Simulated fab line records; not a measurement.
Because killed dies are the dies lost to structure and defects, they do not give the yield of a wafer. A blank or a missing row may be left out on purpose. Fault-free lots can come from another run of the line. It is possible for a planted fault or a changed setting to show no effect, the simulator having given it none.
fab line records	flow sky130
record: lots: 7	wafers: 21	lastDay: 50
route steps=708 shown CONTACT@421 PAD_OPEN@708
lots with no fault: from the same line, run without faults
startH: the number of hours between the record's first day and the start of the first shown wafer of the lot	waitH: hours elapsed since this lot's preceding step	" repeats the value in the row above	L1.1+2: one row covering several wafers at once	- either no value or no given start	* or withheld: withheld	< > ~ a bound
route shown NAME@n: names a module that has steps shown in the file, with the first one's number in the route	usual: average and standard deviation across the fault-free wafers	same: alike in all rows	chamber/n: place in a boat	sites: per-site readings	_std_site: how widely they spread, as a standard deviation	_edge_site: inner sites' mean taken away from outer sites' mean	radiusMm: for every site, how far away it sits from the centre of the wafer	mask NAME#n: copy n	behind: tool/chamber where the wafer was last shaped	hold: what put the lot on hold/how long, in hours/how the hold closed	device: whichever transistor did not switch (one of n, p or np)	end of line: at the end of the route, the tests of the same wafers	for a step that has no rows: nothing shown but its recipe	killed: at the first sort, the dies lost to defects and structure; wafer yield is something else	map: a wafer's dies, marking killed ones x, the rest . and places with no die _
set.NAME: the setting that was run; set.NAME@STEP: the one run at that earlier step	model.NAME: the simulator's own value behind a step, which no gauge read
certain route steps with their lots: each step a table, each wafer a row
services: from which hour (startH, from the record's first day; less than 0 if before it) a tool's chamber was out of use, for how many hours, and why
== steps ==
step: SKY_CONTACT_OVL_MEAS_15
usual: CONTACT_OVL: -4/5.1
lot.wafer	tool	chamber	startH	waitH	CONTACT_OVL[nm]
L672.2	overlay-01	-	737.57	0.1	-1
L672.4	"	-	"	"	0
L672.5	"	-	"	"	2
L675.2	overlay-02	-	769.30	0.1	-4
L675.4	"	-	"	"	-4
L675.5	"	-	"	"	1
L688.1	overlay-02	-	867.80	0.1	-12
L688.2	"	-	"	"	0
L688.4	"	-	"	"	2
L689.1	overlay-01	-	879.32	0.1	-9
L689.5	"	-	"	"	5
L689.6	"	-	"	"	-7
L690.1	overlay-02	-	883.65	0.1	-6
L690.3	"	-	"	"	-11
L690.4	"	-	"	"	-3
L691.2	overlay-01	-	901.19	0.1	-4
L691.3	"	-	"	"	-13
L691.6	"	-	"	"	-5
L694.1	overlay-02	-	908.60	0.1	-3
L694.2	"	-	"	"	1
L694.5	"	-	"	"	-5
step: SKY_CONTACT_ETCH_16
recipe: chemistry: N2/H2	target: BARC	ionEnergyEv: 200	sourceW: 500	biasW: 100	pressureMtorr: 30	n2FlowSccm: 100	h2FlowSccm: 200	stopOn: SiO2	timeS: 45.9	targetDepthA: 600
usual: drypumpMotorCurrentA: 5.6/0.54	h2FlowSccm: 199.9/0.53	oesProductAu: 0.855/0.0045	throttleValvePct: 13.224/0.0088
same: timeS: 45.9
lot.wafer	tool	chamber	startH	waitH	drypumpMotorCurrentA	h2FlowSccm	oesProductAu	rfHoursCounterH	throttleValvePct
L672.2	rieDiel-01	2	737.60	0.0	6.3	199.7	0.858	8	13.217
L672.4	"	0	"	"	6.0	200.4	0.853	9	13.225
L672.5	"	1	"	"	6.1	200.0	0.847	-	13.217
L675.2	rieDiel-03	0	769.33	0.0	5.5	199.8	0.856	17	13.232
L675.4	"	3	"	"	6.1	199.5	0.850	17	13.224
L675.5	"	3	"	"	6.2	200.1	0.858	-	13.246
L688.1	rieDiel-03	2	867.83	0.0	5.2	199.2	0.852	19	13.202
L688.2	"	0	"	"	5.5	199.5	0.862	20	13.223
L688.4	"	3	"	"	6.2	199.6	0.855	20	13.231
L689.1	rieDiel-01	3	879.35	0.0	6.1	200.3	0.851	0	13.216
L689.5	"	1	"	"	6.1	200.1	0.858	-	13.218
L689.6	"	2	"	"	6.3	199.7	0.845	-	13.205
L690.1	rieDiel-03	0	883.68	0.0	5.5	199.2	0.852	20	13.224
L690.3	"	3	"	"	6.1	199.9	0.846	20	13.224
L690.4	"	1	"	"	4.9	200.7	0.853	21	13.233
L691.2	rieDiel-02	1	901.22	0.0	6.5	200.5	0.852	17	13.223
L691.3	"	2	"	"	5.5	200.3	0.859	26	13.237
L691.6	"	1	"	"	6.5	200.9	0.853	-	13.227
L694.1	rieDiel-01	3	908.63	0.0	6.2	201.0	0.862	1	13.236
L694.2	"	1	"	"	6.1	200.3	0.857	7	13.236
L694.5	"	2	"	"	6.3	199.4	0.858	-	13.227
step: SKY_CONTACT_ETCH_17
recipe: target: SiO2	chemistry: C4F8/O2/Ar	stopOn: Si3N4	maskMaterial: KrF-thick	sourceW: 1500	biasW: 1200	pressureMtorr: 40	c4f8FlowSccm: withheld	O2_flow_sccm: 6	Ar_flow_sccm: 300	timeS: withheld	targetDepthA: 3400
usual: oesProductAu: 0.892/0.0045
lot.wafer	tool	chamber	startH	waitH	oesProductAu
L672.2	rieDiel-01	2	737.65	0.0	0.891
L672.4	"	0	"	"	0.893
L672.5	"	1	"	"	0.884
L675.2	rieDiel-03	0	769.37	0.0	0.888
L675.4	"	3	"	"	0.886
L675.5	"	3	"	"	0.881
L688.1	rieDiel-03	2	867.88	0.0	0.886
L688.2	"	0	"	"	0.895
L688.4	"	3	"	"	0.894
L689.1	rieDiel-01	3	879.40	0.0	0.893
L689.5	"	1	"	"	0.895
L689.6	"	2	"	"	0.892
L690.1	rieDiel-03	0	883.73	0.0	0.896
L690.3	"	3	"	"	0.892
L690.4	"	1	"	"	0.883
L691.2	rieDiel-02	1	901.27	0.0	0.893
L691.3	"	2	"	"	0.884
L691.6	"	1	"	"	0.882
L694.1	rieDiel-01	3	908.68	0.0	0.894
L694.2	"	1	"	"	0.887
L694.5	"	2	"	"	0.897
step: SKY_CONTACT_ETCH_18
recipe: target: Si3N4	chemistry: CHF3/O2	stopOn: TiN	sourceW: 600	biasW: 200	pressureMtorr: 40	chf3FlowSccm: 50	O2_flow_sccm: 5	timeS: 39	targetDepthA: 750
step: SKY_CONTACT_STRIP_19
recipe: chemistry: O2/N2	powerW: 1400	pressureMtorr: 1500	platenTempC: withheld	o2FlowSccm: 3000	n2FlowSccm: 300	overashFraction: 0.5
usual: drypumpMotorCurrentA: 5.8/0.51	oesProductAu: 0.381/0.0049	stripTimeToEndpointS: 3.629/0.027
lot.wafer	tool	chamber	startH	waitH	drypumpMotorCurrentA	oesProductAu	rfHoursCounterH	stripTimeToEndpointS
L672.2	plasmaAsher-01	0	737.74	-	5.4	0.375	30	3.630
L672.4	"	0	"	"	5.3	0.382	-	3.661
L672.5	"	0	"	"	5.3	0.388	-	3.617
L675.2	plasmaAsher-01	1	769.47	-	6.1	0.377	34	3.600
L675.4	"	0	"	"	5.3	0.386	-	3.617
L675.5	"	0	"	"	5.3	0.380	-	3.603
L688.1	plasmaAsher-02	1	867.97	-	6.3	0.383	108	3.661
L688.2	"	0	"	"	5.3	0.379	108	3.648
L688.4	"	0	"	"	5.4	0.386	-	3.673
L689.1	plasmaAsher-04	0	879.49	-	5.3	0.376	13	3.609
L689.5	"	1	"	"	6.4	0.378	-	3.619
L689.6	"	0	"	"	5.3	0.383	-	3.629
L690.1	plasmaAsher-01	1	883.82	-	6.1	0.379	45	3.630
L690.3	"	0	"	"	5.4	0.376	-	3.626
L690.4	"	1	"	"	6.1	0.370	-	3.587
L691.2	plasmaAsher-02	0	901.36	-	5.3	0.386	111	3.682
L691.3	"	1	"	"	6.4	0.389	-	3.608
L691.6	"	1	"	"	6.3	0.384	-	3.646
L694.1	plasmaAsher-04	1	908.77	-	6.4	0.383	16	3.606
L694.2	"	0	"	"	5.3	0.373	16	3.623
L694.5	"	0	"	"	5.3	0.381	-	3.668
step: SKY_CONTACT_STRIP_20
recipe: chemistry: postEtchResidueRemover	timeS: 1200	tempC: 72.5
step: SKY_CONTACT_CLEAN_21
recipe: chemistry: IPA	timeS: 180	tempC: 25
step: SKY_CONTACT_CLEAN_22
recipe: chemistry: O3/DIW	dry: n2Spin
step: SKY_CONTACT_SPUTTER_23
recipe: material: TiN	targetThkNm: 20	chamberPressurePa: 5	powerW: 4000	timeS: 80
usual: throttleValvePct: 29.9/0.78
same: timeS: 80
lot.wafer	tool	chamber	startH	waitH	throttleValvePct
L672.2	pvdSputter-01	-	738.33	0.0	31.6
L672.4	"	-	"	"	29.4
L672.5	"	-	"	"	28.8
L675.2	pvdSputter-01	-	770.07	0.0	31.7
L675.4	"	-	"	"	29.2
L675.5	"	-	"	"	29.1
L688.1	pvdSputter-03	-	868.56	0.0	29.6
L688.2	"	-	"	"	30.2
L688.4	"	-	"	"	29.1
L689.1	pvdSputter-01	-	880.08	0.0	29.4
L689.5	"	-	"	"	31.2
L689.6	"	-	"	"	31.3
L690.1	pvdSputter-01	-	884.41	0.0	31.2
L690.3	"	-	"	"	29.1
L690.4	"	-	"	"	31.7
L691.2	pvdSputter-01	-	901.95	0.0	31.7
L691.3	"	-	"	"	29.1
L691.6	"	-	"	"	29.2
L694.1	pvdSputter-03	-	909.40	0.0	30.1
L694.2	"	-	"	"	29.7
L694.5	"	-	"	"	30.0
step: SKY_CONTACT_CVD_24
recipe: material: W	targetThkNm: 340	timeS: 102.12	tempC: 400	pressureTorr: 40
usual: heaterPowerW: 906/40
same: timeS: 102.12
lot.wafer	tool	chamber	startH	waitH	heaterPowerW
L672.2	cvdW-01	1	738.39	0.0	847
L672.4	"	1	"	"	836
L672.5	"	1	"	"	844
L675.2	cvdW-01	0	770.13	0.0	916
L675.4	"	0	"	"	891
L675.5	"	1	"	"	833
L688.1	cvdW-02	0	868.62	0.0	915
L688.2	"	1	"	"	973
L688.4	"	1	"	"	954
L689.1	cvdW-02	1	880.14	0.0	941
L689.5	"	1	"	"	949
L689.6	"	0	"	"	926
L690.1	cvdW-01	1	884.47	0.0	846
L690.3	"	1	"	"	848
L690.4	"	1	"	"	834
L691.2	cvdW-02	1	902.01	0.0	924
L691.3	"	0	"	"	923
L691.6	"	0	"	"	903
L694.1	cvdW-02	1	909.46	0.0	942
L694.2	"	0	"	"	921
L694.5	"	1	"	"	936
step: SKY_CONTACT_RS_MEAS_25
recipe: thkMeasGauge: four-point-probe	reads: W_of_CONTACT_CVD_24+TiN_of_CONTACT_SPUTTER_23
usual: CONTACT_W_RS: 0.337/0.0044
lot.wafer	tool	chamber	startH	waitH	CONTACT_W_RS[ohm/sq]
L672.2	filmMetro-04	-	738.52	0.1	0.338
L672.4	"	-	"	"	0.334
L672.5	"	-	"	"	0.338
L675.2	filmMetro-03	-	770.26	0.1	0.344
L675.4	"	-	"	"	0.342
L675.5	"	-	"	"	0.339
L688.1	filmMetro-02	-	868.73	0.1	0.331
L688.2	"	-	"	"	0.338
L688.4	"	-	"	"	0.336
L689.1	filmMetro-02	-	880.25	0.1	0.330
L689.5	"	-	"	"	0.330
L689.6	"	-	"	"	0.326
L690.1	filmMetro-02	-	884.69	0.2	0.336
L690.3	"	-	"	"	0.336
L690.4	"	-	"	"	0.338
L691.2	filmMetro-02	-	902.14	0.1	0.340
L691.3	"	-	"	"	0.332
L691.6	"	-	"	"	0.333
L694.1	filmMetro-03	-	909.57	0.1	0.339
L694.2	"	-	"	"	0.335
L694.5	"	-	"	"	0.340
step: SKY_CONTACT_THK_MEAS_26
recipe: thkMeasGauge: xrf	reads: W_of_CONTACT_CVD_24
usual: CONTACT_W_THK: 340/5
lot.wafer	tool	chamber	startH	waitH	CONTACT_W_THK[nm]
L672.2	filmMetro-04	-	738.63	0.1	342
L672.4	"	-	"	"	348
L672.5	"	-	"	"	342
L675.2	filmMetro-03	-	770.37	0.1	331
L675.4	"	-	"	"	334
L675.5	"	-	"	"	336
L688.1	filmMetro-02	-	868.85	0.1	341
L688.2	"	-	"	"	336
L688.4	"	-	"	"	337
L689.1	filmMetro-02	-	880.37	0.1	343
L689.5	"	-	"	"	344
L689.6	"	-	"	"	348
L690.1	filmMetro-02	-	884.81	0.1	338
L690.3	"	-	"	"	336
L690.4	"	-	"	"	333
L691.2	filmMetro-02	-	902.25	0.1	333
L691.3	"	-	"	"	341
L691.6	"	-	"	"	339
L694.1	filmMetro-03	-	909.69	0.1	336
L694.2	"	-	"	"	342
L694.5	"	-	"	"	337
step: SKY_CONTACT_CMP_27
recipe: stopOn: SiO2	tOverpolishS: 15	downForcePsi: 3.5	platenRpm: 60	targetThkNm: 0	padVelocityMS: 0.94248
usual: edgeZonePressureFrac: 1.000/0.0045	headPressurePsi: 3.500/0.0084	motorCurrentA: 10.4/1.2	overpolishRunS: 14.999/0.0089	slurryFlowMlMin: 150.1/0.43	timeToEndpointS: 83/3.7
lot.wafer	tool	chamber	startH	waitH	edgeZonePressureFrac	headPressurePsi	motorCurrentA	overpolishRunS	slurryFlowMlMin	timeToEndpointS	model.W_of_CONTACT_CVD_24.thkNm	model.SiO2_of_CONTACT_HDPCVD_02.thkNm
L672.4	cmp-01	2	738.75	0.1	0.998	3.502	9.6	14.998	149.9	83	0	336.5
L672.2	"	0	"	"	0.998	3.494	11.2	15.006	149.7	78	0	336.4
L672.5	"	3	"	"	0.996	3.491	11.0	15.000	150.5	79	0	338
L675.2	cmp-02	0	770.42	0.0	1.001	3.502	9.3	15.000	149.6	83	0	336.4
L675.4	"	1	"	"	0.993	3.506	10.6	14.991	149.9	91	0	336.4
L675.5	"	1	"	"	0.995	3.514	9.9	15.006	150.3	89	0	335.6
L688.1	cmp-01	1	868.91	0.1	-	-	-	-	-	-	345.3	339.8
L688.4	"	2	"	"	-	-	-	-	-	-	341.1	340.1
L688.2	"	3	"	"	-	-	-	-	-	-	338.8	341.6
L689.1	cmp-01	2	880.53	0.1	-	-	-	-	-	-	346.2	341.9
L689.6	"	0	"	"	-	-	-	-	-	-	351.1	339.5
L689.5	"	1	"	"	-	-	-	-	-	-	346.1	340.4
L690.4	cmp-01	0	884.92	0.1	-	-	-	-	-	-	338.3	339.7
L690.1	"	1	"	"	-	-	-	-	-	-	340.9	341.1
L690.3	"	2	"	"	-	-	-	-	-	-	340.3	342.4
L691.3	cmp-02	3	902.30	0.0	0.992	3.504	11.6	15.003	150.3	87	0	336.6
L691.2	"	2	"	"	1.003	3.510	12.2	14.995	150.1	83	0	337.7
L691.6	"	3	"	"	1.003	3.496	11.8	14.989	149.5	89	0	334.3
L694.2	cmp-02	0	909.75	0.0	1.007	3.509	9.0	15.014	150.0	85	0	336.6
L694.1	"	2	"	"	0.999	3.512	12.3	14.995	150.9	84	0	336.7
L694.5	"	1	"	"	1.003	3.478	9.9	15.003	149.9	86	0	335.6
step: SKY_PAD_OPEN_PROBE_99
usual: killed_at_M0_to_M3: 43/7.1	killed_at_M4_up: 3.2/1.7	killedAtContacts: 24/5.6	killedAtFrontEnd: 16/5	killedAtOther: 0.4/0.68	killedDies: 86/9.3	killedOnRim: 17/3.8	killedOpen: 47/7.1	killedShort: 39/5.7
same: grossDies: 492	killedAtBackSide: 0
lot.wafer	tool	chamber	startH	waitH	killed_at_M0_to_M3	killed_at_M4_up	killedAtContacts	killedAtFrontEnd	killedAtOther	killedDies	killedOnRim	killedOpen	killedShort
L672.2	prober-02	-	1077.27	0.1	46	4	34	20	1	105	16	61	44
L672.4	prober-02	-	1077.37	0.2	44	2	23	24	2	95	23	47	46
L672.5	prober-02	-	1077.42	0.2	35	2	32	22	1	92	20	45	46
L675.2	prober-01	-	1102.45	0.1	51	5	15	14	2	87	18	51	36
L675.4	prober-01	-	1102.55	0.2	46	0	25	10	0	81	12	45	35
L675.5	prober-01	-	1102.60	0.2	40	1	21	10	0	72	14	36	36
L688.1	prober-02	-	1174.59	0.1	37	5	434	16	0	492	96	40	41
L688.2	prober-02	-	1174.64	0.1	41	3	431	16	1	492	96	42	45
L688.4	prober-02	-	1174.74	0.2	32	6	434	19	1	492	96	48	36
L689.1	prober-01	-	1180.49	0.1	41	5	437	9	0	492	96	52	37
L689.5	prober-01	-	1180.69	0.2	45	3	423	20	1	492	96	48	39
L689.6	prober-01	-	1180.74	0.2	47	7	430	8	0	492	96	42	38
L690.1	prober-02	-	1182.11	0.1	49	3	419	21	0	492	96	46	51
L690.3	prober-02	-	1182.21	0.2	43	3	433	13	0	492	96	50	28
L690.4	prober-02	-	1182.26	0.2	55	6	404	26	1	492	96	68	41
killed by level:class
L672.2 CONTACT:geometricParticle:open=12 METAL1:geometricParticle:short=11 VIA1:geometricParticle:open=9 LI_CONTACT:geometricParticle:open=8 VIA3:geometricParticle:open=8 POLY_GATE:geometricParticle:open=7 FIELD_ISO:geometricParticle:open=4 LI_CONTACT:geometricParticle:short=4
L672.4 VIA3:geometricParticle:open=8 CONTACT:geometricParticle:open=8 VIA1:geometricParticle:short=7 VIA1:geometricParticle:open=7 METAL2:geometricParticle:short=6 LOCAL_INTERCONNECT:geometricParticle:short=6 FIELD_ISO:geometricParticle:open=5 FIELD_ISO:geometricParticle:short=5
L672.5 CONTACT:geometricParticle:short=8 CONTACT:geometricParticle:open=8 POLY_GATE:geometricParticle:open=7 POLY_GATE:geometricParticle:short=7 VIA3:geometricParticle:open=7 LOCAL_INTERCONNECT:geometricParticle:short=6 LI_CONTACT:geometricParticle:open=5 VIA1:geometricParticle:open=5
L675.2 VIA1:geometricParticle:open=15 VIA2:geometricParticle:open=9 POLY_GATE:geometricParticle:open=6 VIA3:geometricParticle:short=5 CONTACT:geometricParticle:open=5 VIA1:geometricParticle:short=5 LI_CONTACT:geometricParticle:open=4 VIA2:geometricParticle:short=4
L675.4 VIA1:geometricParticle:open=12 LI_CONTACT:geometricParticle:open=9 VIA3:geometricParticle:open=9 VIA2:geometricParticle:open=7 LOCAL_INTERCONNECT:geometricParticle:short=6 CONTACT:geometricParticle:open=6 FIELD_ISO:geometricParticle:short=5 METAL2:geometricParticle:short=5
L675.5 VIA1:geometricParticle:open=11 VIA2:geometricParticle:open=6 CONTACT:geometricParticle:short=5 CONTACT:geometricParticle:open=5 METAL2:geometricParticle:short=5 VIA3:geometricParticle:open=5 VIA1:geometricParticle:short=4 FIELD_ISO:geometricParticle:open=4
L688.1 CONTACT:areaCmp=411 VIA1:geometricParticle:open=10 CONTACT:geometricParticle:open=8 CONTACT:geometricParticle:short=7 VIA1:geometricParticle:short=6 VIA3:geometricParticle:open=6 FIELD_ISO:geometricParticle:short=5 POLY_GATE:geometricParticle:open=4
L688.2 CONTACT:areaCmp=405 METAL2:geometricParticle:short=10 VIA1:geometricParticle:open=8 CONTACT:geometricParticle:short=8 CONTACT:geometricParticle:open=7 VIA3:geometricParticle:open=6 FIELD_ISO:geometricParticle:short=5 LI_CONTACT:geometricParticle:open=5
L688.4 CONTACT:areaCmp=408 CONTACT:geometricParticle:open=13 VIA1:geometricParticle:open=8 FIELD_ISO:geometricParticle:open=6 VIA3:geometricParticle:open=6 POLY_GATE:geometricParticle:short=5 LI_CONTACT:geometricParticle:open=5 METAL2:geometricParticle:short=5
L689.1 CONTACT:areaCmp=403 VIA1:geometricParticle:open=13 CONTACT:geometricParticle:open=12 LI_CONTACT:geometricParticle:open=9 VIA1:geometricParticle:short=7 FIELD_ISO:geometricParticle:open=5 LI_CONTACT:geometricParticle:short=5 CONTACT:geometricParticle:short=5
L689.5 CONTACT:areaCmp=405 VIA1:geometricParticle:open=10 CONTACT:geometricParticle:open=9 FIELD_ISO:geometricParticle:short=6 VIA1:geometricParticle:short=6 FIELD_ISO:geometricParticle:open=5 VIA2:geometricParticle:open=5 LI_CONTACT:geometricParticle:open=5
L689.6 CONTACT:areaCmp=412 VIA1:geometricParticle:open=14 CONTACT:geometricParticle:open=10 METAL1:geometricParticle:short=7 METAL2:geometricParticle:short=7 VIA1:geometricParticle:short=6 METAL4:geometricParticle:short=5 LI_CONTACT:geometricParticle:open=4
L690.1 CONTACT:areaCmp=395 CONTACT:geometricParticle:open=12 VIA1:geometricParticle:open=12 FIELD_ISO:geometricParticle:short=7 VIA2:geometricParticle:open=6 METAL2:geometricParticle:short=6 VIA2:geometricParticle:short=6 VIA3:geometricParticle:short=5
L690.3 CONTACT:areaCmp=413 VIA1:geometricParticle:open=12 VIA2:geometricParticle:open=8 CONTACT:geometricParticle:open=8 POLY_GATE:geometricParticle:open=6 LI_CONTACT:geometricParticle:open=6 METAL2:geometricParticle:short=5 METAL3:geometricParticle:short=5
L690.4 CONTACT:areaCmp=383 VIA1:geometricParticle:open=24 VIA2:geometricParticle:open=11 POLY_GATE:geometricParticle:open=8 VIA1:geometricParticle:short=7 FIELD_ISO:geometricParticle:open=6 CONTACT:geometricParticle:open=6 CONTACT:geometricParticle:short=6
map L688.1 (x killed, . not)
__________xxxxxxxxxx_________
________xxxxxxxxxxxxxx_______
______xxxxxxxxxxxxxxxxxx_____
_____xxxxxxxxxxxxxxxxxxxx____
____xxxxxxxxxxxxxxxxxxxxxx___
___xxxxxxxxxxxxxxxxxxxxxxxx__
__xxxxxxxxxxxxxxxxxxxxxxxxxx_
_xxxxxxxxxxxxxxxxxxxxxxxxxxxx
_xxxxxxxxxxxxxxxxxxxxxxxxxxxx
_xxxxxxxxxxxxxxxxxxxxxxxxxxxx
_xxxxxxxxxxxxxxxxxxxxxxxxxxxx
_xxxxxxxxxxxxxxxxxxxxxxxxxxxx
_xxxxxxxxxxxxxxxxxxxxxxxxxxxx
_xxxxxxxxxxxxxxxxxxxxxxxxxxxx
_xxxxxxxxxxxxxxxxxxxxxxxxxxxx
__xxxxxxxxxxxxxxxxxxxxxxxxxx_
___xxxxxxxxxxxxxxxxxxxxxxxx__
____xxxxxxxxxxxxxxxxxxxxxx___
_____xxxxxxxxxxxxxxxxxxxx____
______xxxxxxxxxxxxxxxxxx_____
________xxxxxxxxxxxxxx_______
__________xxxxxxxxxx_________
map L689.1 (x killed, . not)
__________xxxxxxxxxx_________
________xxxxxxxxxxxxxx_______
______xxxxxxxxxxxxxxxxxx_____
_____xxxxxxxxxxxxxxxxxxxx____
____xxxxxxxxxxxxxxxxxxxxxx___
___xxxxxxxxxxxxxxxxxxxxxxxx__
__xxxxxxxxxxxxxxxxxxxxxxxxxx_
_xxxxxxxxxxxxxxxxxxxxxxxxxxxx
_xxxxxxxxxxxxxxxxxxxxxxxxxxxx
_xxxxxxxxxxxxxxxxxxxxxxxxxxxx
_xxxxxxxxxxxxxxxxxxxxxxxxxxxx
_xxxxxxxxxxxxxxxxxxxxxxxxxxxx
_xxxxxxxxxxxxxxxxxxxxxxxxxxxx
_xxxxxxxxxxxxxxxxxxxxxxxxxxxx
_xxxxxxxxxxxxxxxxxxxxxxxxxxxx
__xxxxxxxxxxxxxxxxxxxxxxxxxx_
___xxxxxxxxxxxxxxxxxxxxxxxx__
____xxxxxxxxxxxxxxxxxxxxxx___
_____xxxxxxxxxxxxxxxxxxxx____
______xxxxxxxxxxxxxxxxxx_____
________xxxxxxxxxxxxxx_______
__________xxxxxxxxxx_________
== services ==
tool	chamber	startH	hours	kind
rieDiel-01	0	715.21	4.3	repair
rieDiel-01	-	717.78	0.1	repair
cmp-02	-	722.96	15.3	repair
cvdW-01	-	726.57	2.8	pm
cvdW-02	0	735.94	5.2	repair
rieDiel-01	-	739.25	0.5	repair
rieDiel-01	3	743.18	12.9	repair
rieDiel-03	0	743.29	3.9	repair
cvdW-02	1	745.59	8.3	repair
rieDiel-01	2	760.27	23.5	repair
cmp-01	-	762.41	21.0	pm
rieDiel-01	3	777.20	4.4	repair
rieDiel-01	3	786.19	15.9	repair
cmp-01	-	792.25	5.1	pm
cmp-01	-	798.81	1.1	repair
rieDiel-01	2	800.74	11.3	repair
pvdSputter-01	-	813.63	1.2	repair
rieDiel-01	-	829.38	1.8	repair
rieDiel-03	3	830.92	19.2	repair
rieDiel-03	2	848.33	6.5	repair
cmp-01	-	848.83	0.5	repair
cmp-01	-	871.80	1.1	repair
rieDiel-01	1	897.52	3.9	repair
cmp-01	-	898.04	2.2	repair
== key ==
firstSign: step: SKY_CONTACT_CMP_27	reading: toolRecord	direction: missing
effect: step: SKY_PAD_OPEN_PROBE_99	reading: killedAtContacts	direction: up	sigmas: 72	usual: 24	struck: 427
modelEffect: step: SKY_CONTACT_CMP_27	value: W_of_CONTACT_CVD_24.thkNm	without: 0	struck: 343.1
moreKillsBornAt: SKY_CONTACT_CMP_27@cmp-01: 3603
metAt SKY_CONTACT_CMP_27
struckWafers L688.1,L688.2,L688.4,L689.1,L689.5,L689.6,L690.1,L690.3,L690.4
laterRowsLeftOut L688.1,L688.2,L688.4,L689.1,L689.5,L689.6,L690.1,L690.3,L690.4
testerLeftOut L688,L689,L690
onsetBetween 738.75 868.91
fault: kind: skippedStepWhole	tool: cmp-01	chamber: -	onsetH: 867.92	steps: SKY_CONTACT_CMP_27	scope: struckLotsOnly
testerLeftOut: of these lots the tester's yield and bins aren't shown, on N5 and GAA mostly nor the transistor test; their killed dies are dies lost to structure and defects alone, not to doping, threshold or leakage, so they don't give the yield
laterRowsLeftOut: the simulator's readings of these wafers behind a module that went badly wrong aren't trusted and aren't shown, but for the sort
